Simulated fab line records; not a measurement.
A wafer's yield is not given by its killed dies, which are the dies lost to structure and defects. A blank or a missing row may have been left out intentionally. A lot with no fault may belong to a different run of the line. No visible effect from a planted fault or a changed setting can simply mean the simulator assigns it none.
What tool caused it? | flow gf180mcu | 21 wafers sampled from 7 lots at 1 step of a route of 602

== WHAT EACH GAUGE READ, for each wafer ==
GF_VT_IMPLANT_OVL_MEAS_07.
lot  | measured     | on         | VT_IMPLANT_OVL (nm)
L737 | day 6 06:37  | overlay-01 | 0.8 3.0 2.1
L741 | day 7 10:41  | overlay-01 | 0.4 -0.1 -0.9
L743 | day 7 18:10  | overlay-01 | -2.0 0.6 0.7
L745 | day 8 08:34  | overlay-02 | 0.5 -0.2 -0.3
L751 | day 9 16:35  | overlay-02 | -0.5 -2.2 -0.4
L757 | day 11 09:40 | overlay-02 | -1.6 -0.1 -1.2
L758 | day 11 16:23 | overlay-01 | 0.5 -0.1 1.9

== WHICH TOOL RAN EACH LOT (tool, then ch and the chambers of the sampled wafers, then the start) ==
Record: no process step prior to these readings.

== THE ANSWER, worked out from the rows above alone ==
Rule: usual is defined by the lots themselves. The widest of any qualifying gaps counts: lots, ordered by their means at a reading, are off when they make up no more than a third of the lots, leave a main group of 4 or more, and stand apart from it by 3 or more times the standard deviation of that group's means. A main group whose means are all the same, to the digits that the tables above print for the reading, isn't used. A lot without any number at a reading at which 4 lots or more have one is off too. The other lots that the step has rows for count as sound.
No lot is off on any of the readings shown, so nothing can be concluded from this.

== WHAT THE SIMULATOR HAD PUT IN ==
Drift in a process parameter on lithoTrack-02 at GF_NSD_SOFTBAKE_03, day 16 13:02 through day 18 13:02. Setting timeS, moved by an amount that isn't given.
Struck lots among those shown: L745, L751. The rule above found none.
